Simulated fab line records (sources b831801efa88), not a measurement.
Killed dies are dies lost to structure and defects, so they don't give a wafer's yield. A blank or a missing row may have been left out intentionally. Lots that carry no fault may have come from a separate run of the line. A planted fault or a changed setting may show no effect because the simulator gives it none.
Problem report, 8D (eight disciplines) form, completed by code / flow gf180mcu / the parts of the form that need people (team, actions taken, sign-off) are left out

== 1. WHAT IS WRONG ==
Wafers free of any fault read 1454 nm (standard deviation 15) for V5_CVD_02_THK at GF_V5_THK_MEAS_03, against a mean of 1664 nm on 2 wafers of 2 lots. Relative to the usual mean, that is a shift of +14 standard deviations.
First observed at day 29 23:53: wafer L228.6, on film metro-01. Wafers with a number at this step in the record: 36, from 12 lots. Rule for "out", or "out of limits": more than 4 standard deviations from the usual mean. All remaining wafers that have a number are taken as sound.

== 2. WHAT IT IS AND WHAT IT IS NOT ==
question=which readings at this step | is=V5_CVD_02_THK | is not=-
question=which lots | is=L228, L229 | is not=L218, L219, L220, L221, L222, L224, L237, L238, L239, L240
question=which wafers of those lots | is=L228.6, L229.2 | is not=L228.1, L228.5, L229.1, L229.3
question=read on which gauges | is=film metro-01, film metro-02 | is not=film metro-04
question=when | is=from day 29 23:53 | is not=up to then (20 sound wafers); but 14 sound wafers of L229, L237, L238, L239, L240 came after

== 3. THE SUSPECTS, EACH WITH WHAT RULES IT OUT ==
Counting: if a tool at a process step up to the reading ran every lot that is out, it stays a suspect. Sound lots after the first of them don't rule it out here, since some wafers of a struck lot are sound.
- the gauge at GF_V5_THK_MEAS_03 is ruled out. Those wafers that are out were read across 2 gauges (film metro-01, film metro-02).
- pecvd-02 at GF_V5_CVD_02 (deposits SiO2 from TEOS, target thk 1450 nm, time 163.28 s): kept. It ran every lot that is out, first L228 (day 29 23:47); its last sound lot up to then is L221 (day 27 19:34).
- In pecvd-02 at GF_V5_CVD_02, the wafers that are out were processed in chamber 0 and their sound lot-mates in chambers 1, 2.
Left after counting: pecvd-02 at GF_V5_CVD_02.

== 4. THE CAUSE (what the simulator had put in) ==
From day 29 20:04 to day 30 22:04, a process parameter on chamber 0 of pecvd-02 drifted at GF_V5_CVD_02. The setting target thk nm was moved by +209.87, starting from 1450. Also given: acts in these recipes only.
After counting, this tool was the only one left.

== 5. THE EFFECT CHAIN, in route order ==
Each row: a reading whose mean over the struck wafers that have a number lies more than 3 standard deviations from the usual. Only readings whose record carries a usual standard deviation are examined. hours: median over the lots of the time between each lot's start at the first step of this table that gives one and its start at this step. sigmas: the change, counted in usual standard deviations.
hours=0; step=GF_V5_THK_MEAS_03; reading=V5_CVD_02_THK; usual=1454 nm; on struck wafers=1664; change=+210; sigmas=+14

== 6. HOW IT WOULD HAVE BEEN CAUGHT EARLIER ==
The first out-of-limits reading at a measuring or inspecting step in this record came at day 29 23:53, 4 hours after the fault's start at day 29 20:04.
Of the tool readings at GF_V5_CVD_02 for which the record gives a usual standard deviation, none was out on any struck wafer, so an alarm limit of 4 standard deviations on them would not have fired.
Lots out: 2; of these, L229 started GF_V5_CVD_02 on pecvd-02 after day 29 23:53. Holding the tool at that time would have saved it.
